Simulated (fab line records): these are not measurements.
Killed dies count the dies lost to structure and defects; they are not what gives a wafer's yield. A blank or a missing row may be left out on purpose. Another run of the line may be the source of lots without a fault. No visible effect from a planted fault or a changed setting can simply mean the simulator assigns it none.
A struck lot beside a sound one | flow gf180mcu | 27 steps out of a route of 602
Sound: these wafers, L669.3, L669.4, L669.5. Struck: wafers L671.1, L671.2, L671.5. The cause is named last.
At each step with rows: each side's tool, then ch and its chambers, then its first start. Under that, the readings that differ: sound wafers | struck wafers | difference of the means | sigmas: that difference in standard deviations of wafers without a fault.
alike: words and numbers the same on both sides, and readings whose means are apart by under 2 such deviations; not compared: readings that were withheld, readings missing a value for some wafer, numbers with overlapping values and no deviation given by the record, and bounds like >300 which may hide the same value.
The two part at a step that has a row with sigmas, a row that says differs or no value, or rows on one side only. Non-overlapping numbers with no deviation appear without sigmas and do not part them. A reading that every wafer of one side lacks parts them only if that side has two wafers or more.

GF_HV_LDD_ETCHBACK_58: etches Si3N4 in CH3F/O2, stops on SiO2, time 100 s, target depth 90 nm.
  sound on rie diel-04 ch 0,2,3, day 13 20:44; struck on rie diel-01 ch 1,2, day 13 23:33
  alike: O2_flow_sccm, drypump motor current A, oes product au, throttle valve pct
  not compared: rf hours counter h
then, 7 steps without rows for these wafers: GF_NSD_DEHYDRATE_00 (time 60 s); GF_NSD_HMDS_01 (prime time 60 s); GF_NSD_COAT_02 (resist thk 1000 nm); GF_NSD_SOFTBAKE_03 (time 60 s); GF_NSD_EXPOSE_04 (exposes mask Nplus, target cd 400 nm); GF_NSD_PEB_05; GF_NSD_DEVELOP_06 (develop time 60 s).
GF_NSD_CD_MEAS_07: the cd target is 400 nm.
  sound on cd sem-01, day 14 17:04; struck on cd sem-02, day 14 20:20
  alike: cd nm
GF_NSD_OVL_MEAS_08:
  sound on overlay-02, day 14 17:10; struck on overlay-02, day 14 20:27
  alike: NSD_OVL
then, 2 steps without rows for these wafers: GF_NSD_IMPLANT_09; GF_NSD_IMPLANT_10.
GF_NSD_STRIP_11: strips in O2/N2.
  sound on plasma asher-03 ch 0,1, day 14 17:31; struck on plasma asher-01 ch 0,1, day 14 20:47
  no value came back on the struck wafers for any of 7 readings (chamber pressure mTorr (mTorr), drypump motor current A (A) and others); on the sound wafers chamber pressure mTorr (mTorr) reads 1498.8 1498.3 1499.2
  reading                                  | sound | struck            | difference | sigmas
  model.NOVOLAK_of_NSD_COAT_02.thk nm (nm) | 0 0 0 | 997.4 997.5 995.6 | +996.8     |
  not compared: rf hours counter h
GF_NSD_TW_MEAS_12:
  sound on film metro-02, day 14 17:37; struck on film metro-01, day 14 20:53
  alike: NSD_TW
then, 7 steps without rows for these wafers: GF_PSD_DEHYDRATE_00 (time 60 s); GF_PSD_HMDS_01 (prime time 60 s); GF_PSD_COAT_02 (resist thk 1000 nm); GF_PSD_SOFTBAKE_03 (time 60 s); GF_PSD_EXPOSE_04 (exposes mask Pplus, target cd 400 nm); GF_PSD_PEB_05; GF_PSD_DEVELOP_06 (develop time 60 s).
GF_PSD_CD_MEAS_07: the cd target is 400 nm.
  sound on cd sem-02, day 15 15:43; struck on cd sem-02, day 15 17:17
  alike: cd nm
GF_PSD_OVL_MEAS_08:
  sound on overlay-02, day 15 15:49; struck on overlay-01, day 15 17:24
  alike: PSD_OVL
then, 1 step without rows for these wafers: GF_PSD_IMPLANT_09.
GF_PSD_STRIP_10: strips in O2/N2.
  sound on plasma asher-03 ch 0,1, day 15 16:01; struck on plasma asher-03 ch 0,1, day 15 17:35
  reading                      | sound             | struck            | difference | sigmas
  oes product au (a.u.)        | 0.594 0.592 0.590 | 0.656 0.658 0.652 | +0.063     | +15
  strip time to endpoint s (s) | 16.54 16.56 16.51 | 31.42 31.50 31.40 | +14.90     | +99 or more
  alike: chamber pressure mTorr, drypump motor current A, heater power w, n2 flow sccm
  not compared: rf hours counter h
GF_PSD_TW_MEAS_11:
  sound on film metro-02, day 15 16:07; struck on film metro-01, day 15 17:41
  reading | sound          | struck   | difference | sigmas
  PSD_TW  | 3166 3157 3164 | 30 30 30 | -3132      | -99 or more
then, 1 step without rows for these wafers: GF_PSD_CLEAN_12 (cleans in SC1/SC2, time 150 s).

== WHERE THEY PART ==
Last at GF_PSD_TW_MEAS_11 as far as this record goes, first at GF_NSD_STRIP_11.

WHY: whatever the simulator had introduced
Whole step skipped at GF_NSD_STRIP_11 on plasma asher-01, starting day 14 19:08. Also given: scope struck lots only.
